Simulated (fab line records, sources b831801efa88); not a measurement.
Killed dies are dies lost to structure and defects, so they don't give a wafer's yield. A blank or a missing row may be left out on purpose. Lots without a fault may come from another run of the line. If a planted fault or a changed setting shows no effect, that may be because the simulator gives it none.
Code-filled problem report in 8D (eight disciplines) form / flow sky130 / the parts of the form that need people (team, actions taken, sign-off) are left out

== 1. WHAT IS WRONG ==
Wafers without a fault read 0.4000 Pa, standard deviation 0.00081; chamberPressurePa at SKY_METAL3_SPUTTER_02 reads a mean of 0.3503 Pa on 6 wafers belonging to 2 lots. Measured from the usual mean, that is -61 standard deviations.
The step: material AlCu, target thk 735 nm, time 39.1 s.
Seen first at day 39 22:59 on pvdSputter-03, wafer L587.1. Wafers with a number at this step in the record: 18, from 6 lots. By rule, "out" or "out of limits" means more than 4 standard deviations away from the usual mean. Any other wafer with a number is counted as sound.

== 2. WHAT IT IS AND WHAT IT IS NOT ==
question=which readings at this step | is=chamberPressurePa | is not=-
question=which lots | is=L587, L588 | is not=L579, L582, L589, L600
question=which wafers of those lots | is=all that have a number | is not=-
question=read on which tools | is=pvdSputter-03 | is not=pvdSputter-01, pvdSputter-04
question=when | is=from day 39 22:59 | is not=up to then (6 sound wafers); but 6 sound wafers of L589, L600 came after

== 3. WHAT RULES OUT EACH SUSPECT ==
Counting: a tool stays on the suspect list if, at a process step up to the reading, it processed all lots that are out and no sound lot following the first of them.
- cvdW-02 at SKY_VIA2_CVD_21 (deposits W, target thk 420 nm, time 126.4 s): ruled out as a lasting fault. Sound lots L589, L600 ran on it after its first lot that is out, L587 (day 39 22:19).
- pvdSputter-03 at SKY_METAL3_SPUTTER_01 (material TiN, target thk 20 nm, time 16.7 s): kept. Every lot that is out went through it, starting with L587 (day 39 22:57), and after that it ran no sound lot; the last sound lot it ran before then is L582 (day 38 03:25).
- pvdSputter-03 at SKY_METAL3_SPUTTER_02 (material AlCu, target thk 735 nm, time 39.1 s): kept. Every lot that is out went through it, starting with L587 (day 39 22:59), and after that it ran no sound lot; the last sound lot it ran before then is L582 (day 38 03:26). Out on those wafers are its own readings of chamberPressurePa.
What counting leaves: pvdSputter-03 at SKY_METAL3_SPUTTER_01 and pvdSputter-03 at SKY_METAL3_SPUTTER_02.

== 4. THE CAUSE (what the simulator had put in) ==
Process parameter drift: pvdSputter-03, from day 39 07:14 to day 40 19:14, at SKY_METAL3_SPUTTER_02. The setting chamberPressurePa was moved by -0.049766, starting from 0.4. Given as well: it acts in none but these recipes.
Of the 2 suspects that counting leaves, this tool is one.

== 5. SEQUENCE OF EFFECTS, ordered by route ==
Each row: a reading where the mean over the struck wafers with a number is more than 3 standard deviations away from the usual. Scope: only readings with a usual standard deviation given in the record; hours: median across lots of the time from each lot's start at the first step in this table that gives one to its start at this step; sigmas: change in usual standard deviations.
hours=0; step=SKY_METAL3_SPUTTER_02; reading=chamberPressurePa; usual=0.4000 Pa; on struck wafers=0.3503; change=-0.0497; sigmas=-61
hours=0; step=SKY_METAL3_SPUTTER_02; reading=throttleValvePct; usual=29.6 %; on struck wafers=32.1; change=+2.5; sigmas=+3.2
It contains these process steps:
- SKY_METAL3_SPUTTER_02: material AlCu, target thk 735 nm, time 39.1 s.
Later measuring or inspecting steps at which every struck wafer that the step has a row for has a number for every such reading, and none has moved that far: SKY_CAPM_THK_MEAS_01, SKY_CAPM_RS_MEAS_03, SKY_CAPM_THK_MEAS_04, SKY_CAPM_OVL_MEAS_12, SKY_METAL3_CD_MEAS_13.

== 6. HOW IT WOULD HAVE BEEN CAUGHT EARLIER ==
16 hours passed between the start of the fault at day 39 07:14 and the first reading out of limits in this record, taken at day 39 22:59.
